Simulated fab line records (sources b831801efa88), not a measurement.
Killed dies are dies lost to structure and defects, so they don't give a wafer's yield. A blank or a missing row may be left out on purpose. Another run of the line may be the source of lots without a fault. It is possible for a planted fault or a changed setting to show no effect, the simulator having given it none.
Which tool is to blame? :: flow gf180mcu :: Sampling: 14 lots, 42 wafers, 5 of 602 route steps

== WHAT THE GAUGES READ, wafer by wafer ==
GF_HV_LDD_CD_MEAS_07: target cd 400 nm.
lot: L686
measured: day 10 04:40
on: cd-sem-01
cd-nm (nm): 396.2 395.6 394.4

lot: L688
measured: day 10 21:02
on: cd-sem-01
cd-nm (nm): 401.8 399.8 400.2

lot: L689
measured: day 11 04:26
on: cd-sem-02
cd-nm (nm): 400.9 402.0 399.4

lot: L691
measured: day 11 21:05
on: cd-sem-01
cd-nm (nm): 395.6 395.6 395.9

lot: L694
measured: day 12 15:04
on: cd-sem-01
cd-nm (nm): 403.1 399.9 403.3

lot: L693
measured: day 12 18:08
on: cd-sem-02
cd-nm (nm): 401.1 398.8 401.4

lot: L695
measured: day 13 09:16
on: cd-sem-01
cd-nm (nm): 400.1 401.2 400.7

lot: L696
measured: day 13 22:32
on: cd-sem-02
cd-nm (nm): 400.6 400.0 399.7

lot: L698
measured: day 14 06:13
on: cd-sem-01
cd-nm (nm): 397.4 397.9 394.7

lot: L699
measured: day 14 12:20
on: cd-sem-01
cd-nm (nm): 396.7 396.3 396.8

lot: L703
measured: day 15 16:08
on: cd-sem-01
cd-nm (nm): 401.2 401.5 399.6

lot: L706
measured: day 16 11:32
on: cd-sem-02
cd-nm (nm): 384.0 385.9 385.6

lot: L707
measured: day 16 18:28
on: cd-sem-01
cd-nm (nm): 384.3 383.5 385.6

lot: L708
measured: day 17 02:39
on: cd-sem-01
cd-nm (nm): 399.8 399.9 402.5

GF_HV_LDD_TW_MEAS_11.
lot: L686
measured: day 10 05:02
on: film-metro-04
HV_LDD_TW: 2386 2388 2379

lot: L688
measured: day 10 21:25
on: film-metro-04
HV_LDD_TW: 2390 2398 2377

lot: L689
measured: day 11 04:50
on: film-metro-04
HV_LDD_TW: 2413 2405 2408

lot: L691
measured: day 11 21:29
on: film-metro-03
HV_LDD_TW: 2439 2453 2438

lot: L694
measured: day 12 15:28
on: film-metro-03
HV_LDD_TW: 2454 2451 2461

lot: L693
measured: day 12 18:32
on: film-metro-03
HV_LDD_TW: 2463 2455 2440

lot: L695
measured: day 13 09:40
on: film-metro-01
HV_LDD_TW: 2394 2395 2400

lot: L696
measured: day 13 22:56
on: film-metro-01
HV_LDD_TW: 2396 2397 2397

lot: L698
measured: day 14 06:37
on: film-metro-04
HV_LDD_TW: 2389 2381 2380

lot: L699
measured: day 14 12:44
on: film-metro-03
HV_LDD_TW: 2462 2475 2451

lot: L703
measured: day 15 16:32
on: film-metro-04
HV_LDD_TW: 2377 2383 2383

lot: L706
measured: day 16 11:56
on: film-metro-01
HV_LDD_TW: 2410 2406 2397

lot: L707
measured: day 16 18:51
on: film-metro-03
HV_LDD_TW: 2456 2463 2429

lot: L708
measured: day 17 03:03
on: film-metro-01
HV_LDD_TW: 2380 2374 2380

GF_V1_THK_MEAS_01.
lot: L686
measured: day 17 07:38
on: film-metro-02
V1_CVD_00_THK (nm): 597 597 603

lot: L688
measured: day 18 04:02
on: film-metro-01
V1_CVD_00_THK (nm): 605 602 608

lot: L689
measured: day 18 11:38
on: film-metro-02
V1_CVD_00_THK (nm): 606 613 603

lot: L691
measured: day 19 08:51
on: film-metro-02
V1_CVD_00_THK (nm): 600 591 592

lot: L694
measured: day 20 08:13
on: film-metro-02
V1_CVD_00_THK (nm): 602 599 590

lot: L693
measured: day 20 13:41
on: film-metro-04
V1_CVD_00_THK (nm): 598 615 605

lot: L695
measured: day 21 08:32
on: film-metro-02
V1_CVD_00_THK (nm): 610 601 607

lot: L696
measured: day 21 19:31
on: film-metro-02
V1_CVD_00_THK (nm): 594 598 595

lot: L698
measured: day 22 06:37
on: film-metro-02
V1_CVD_00_THK (nm): 603 605 606

lot: L699
measured: day 22 15:17
on: film-metro-04
V1_CVD_00_THK (nm): 602 601 595

lot: L703
measured: day 23 18:51
on: film-metro-04
V1_CVD_00_THK (nm): 597 598 595

lot: L706
measured: day 24 15:13
on: film-metro-04
V1_CVD_00_THK (nm): 598 596 602

lot: L707
measured: day 24 20:19
on: film-metro-01
V1_CVD_00_THK (nm): 608 608 609

lot: L708
measured: day 25 05:10
on: film-metro-04
V1_CVD_00_THK (nm): 594 594 611

GF_V1_OVL_MEAS_15.
lot: L686
measured: day 18 07:55
on: overlay-01
V1_OVL (nm): -3 -10 -13

lot: L688
measured: day 19 03:54
on: overlay-01
V1_OVL (nm): 2 0 -5

lot: L689
measured: day 19 12:26
on: overlay-02
V1_OVL (nm): 7 5 -2

lot: L691
measured: day 20 10:14
on: overlay-01
V1_OVL (nm): -4 -4 0

lot: L694
measured: day 21 09:15
on: overlay-02
V1_OVL (nm): 5 4 3

lot: L693
measured: day 21 14:08
on: overlay-02
V1_OVL (nm): 3 5 2

lot: L695
measured: day 22 08:54
on: overlay-02
V1_OVL (nm): -6 -9 -10

lot: L696
measured: day 22 19:27
on: overlay-01
V1_OVL (nm): -5 2 -9

lot: L698
measured: day 23 06:38
on: overlay-02
V1_OVL (nm): -9 -14 -14

lot: L699
measured: day 23 14:50
on: overlay-01
V1_OVL (nm): -4 -4 0

lot: L703
measured: day 24 17:34
on: overlay-01
V1_OVL (nm): 8 7 9

lot: L706
measured: day 25 13:41
on: overlay-02
V1_OVL (nm): -5 -4 -4

lot: L707
measured: day 25 19:14
on: overlay-02
V1_OVL (nm): 0 0 3

lot: L708
measured: day 26 03:40
on: overlay-02
V1_OVL (nm): 2 2 5

== TOOL THAT RAN EACH LOT (tool first, then ch and the chambers of the sampled wafers, then the start) ==
lot: L686
GF_HV_LDD_DEVELOP_06: litho-track-02 ch 0, day 10 04:31

lot: L688
GF_HV_LDD_DEVELOP_06: litho-track-01 ch 0, day 10 20:53

lot: L689
GF_HV_LDD_DEVELOP_06: litho-track-01 ch 0, day 11 04:17

lot: L691
GF_HV_LDD_DEVELOP_06: litho-track-04 ch 0, day 11 20:56

lot: L694
GF_HV_LDD_DEVELOP_06: litho-track-02 ch 0, day 12 14:55

lot: L693
GF_HV_LDD_DEVELOP_06: litho-track-02 ch 0, day 12 17:59

lot: L695
GF_HV_LDD_DEVELOP_06: litho-track-02 ch 0, day 13 09:07

lot: L696
GF_HV_LDD_DEVELOP_06: litho-track-01 ch 0, day 13 22:23

lot: L698
GF_HV_LDD_DEVELOP_06: litho-track-02 ch 0, day 14 06:04

lot: L699
GF_HV_LDD_DEVELOP_06: litho-track-01 ch 0, day 14 12:11

lot: L703
GF_HV_LDD_DEVELOP_06: litho-track-02 ch 0, day 15 15:59

lot: L706
GF_HV_LDD_DEVELOP_06: litho-track-01 ch 0, day 16 11:23

lot: L707
GF_HV_LDD_DEVELOP_06: litho-track-01 ch 0, day 16 18:19

lot: L708
GF_HV_LDD_DEVELOP_06: litho-track-04 ch 0, day 17 02:31
- GF_HV_LDD_DEVELOP_06: develop time 60 s.

== AS READ BY THE TOOLS THEMSELVES (means over the sampled wafers that have a number; for cases with no such wafer, the mark the record gives instead) ==
The record holds no such reading with a usual standard deviation.

== THE ANSWER, worked out from the rows above alone ==
Rule: the lots themselves supply what counts as usual. The widest of any qualifying gaps counts: lots, ordered by their means at a reading, are off when they make up no more than a third of the lots, leave a main group of 4 or more, and stand apart from it by 3 or more times the standard deviation of that group's means. Not used: any main group whose means are identical at the precision the tables above print for the reading. A lot without any number at a reading at which 4 lots or more have one is off too. Where the step has rows for the other lots, those lots are counted as sound. Order of review: gauges by route order, followed by the tools' own readings, for which a lot's mean as printed above is used. The first step at which some lot is off is used, and at that step the reading that is off furthest; a lot without a number counts as furthest.
Off: L706, L707 (GF_HV_LDD_CD_MEAS_07, cd-nm). Main group: mean 399.2 nm, sd 2.3.
A tool fits if, at a process step before that reading, it ran every lot that is off, and no sound lot after the first of them. Gauges at GF_HV_LDD_CD_MEAS_07: tried the same way as those tools. One fits: litho-track-01 at GF_HV_LDD_DEVELOP_06. A fault onset in the window from L699 (day 14 12:11, its last sound lot) to L706 (day 16 11:23, its first lot off) fits.

== WHAT HAD BEEN PUT IN BY THE SIMULATOR ==
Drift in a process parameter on litho-track-01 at GF_HV_LDD_DEVELOP_06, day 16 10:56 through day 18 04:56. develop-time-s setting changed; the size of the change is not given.
Shown lots that were struck: L706, L707. The same result came from the rule above.
